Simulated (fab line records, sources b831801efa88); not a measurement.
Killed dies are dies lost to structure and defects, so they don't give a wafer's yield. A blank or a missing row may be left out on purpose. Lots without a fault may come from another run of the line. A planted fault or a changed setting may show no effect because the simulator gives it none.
One fault seen from 2 desks | flow gf180mcu | each desk has only its own numbers; what lay behind them comes last

THE METROLOGY DESK
What the gauges read, lot by lot, whatever tool the lot ran on: means of the sampled wafers that have a number. A lot is out of limits, marked OUT, if its mean lies more than 4 standard deviations from the usual mean; the brackets give that distance.
Columns: A = V4_W_THK at GF_V4_THK_MEAS_25, usual 358 nm
lot  | first seen here | A
L611 | day 25 07:24    | 354
L612 | day 25 17:49    | 354
L613 | day 25 18:44    | 355
L614 | day 26 00:10    | 354
L617 | day 27 03:57    | 352
L619 | day 27 17:41    | 368
L622 | day 28 19:58    | 352
L625 | day 30 14:28    | 364
L626 | day 30 14:54    | 355
L627 | day 31 03:36    | 358
L628 | day 31 05:05    | 357
L630 | day 31 15:34    | 355
L631 | day 31 15:55    | 371
L629 | day 31 16:16    | 370
This desk's finding: nothing out of limits on any of the 14 lots.

THE TOOL OWNER'S DESK: cmp-02
The tool's own readings at GF_V4_CMP_04 (polishes SiO2): means of the sampled wafers that have a number, for each lot that ran on this tool. A lot is out of limits, marked OUT, if its mean lies more than 4 standard deviations from the usual mean; the brackets give that distance.
Columns: A = edge_zone_pressure_frac at GF_V4_CMP_04, usual 1.000; B = motor_current_A at GF_V4_CMP_04, usual 11.7 A; C = platen_rpm at GF_V4_CMP_04, usual 60.00 rpm; D = time_to_endpoint_s at GF_V4_CMP_04, usual 82 s
lot  | first seen here | A     | B    | C     | D
L612 | day 24 18:39    | 1.000 | 12.8 | 59.99 | 76
L613 | day 24 19:32    | 1.005 | 11.6 | 60.01 | 72
L614 | day 25 01:12    | 0.995 | 13.7 | 60.04 | 85
L617 | day 26 05:44    | 0.994 | 12.0 | 59.97 | 83
L619 | day 26 19:52    | 1.002 | 12.8 | 59.99 | 90
L625 | day 29 18:18    | 0.996 | 12.5 | 60.01 | 79
L631 | day 30 21:01    | 0.999 | 13.0 | 60.03 | 81
L629 | day 30 21:35    | 1.001 | 12.3 | 59.99 | 78
This desk's finding: nothing out of limits on any of the 8 lots.

PUT TOGETHER
The metrology desk saw nothing out of limits.
The tool owner's desk saw nothing out of limits.

WHAT THE SIMULATOR HAD PUT IN
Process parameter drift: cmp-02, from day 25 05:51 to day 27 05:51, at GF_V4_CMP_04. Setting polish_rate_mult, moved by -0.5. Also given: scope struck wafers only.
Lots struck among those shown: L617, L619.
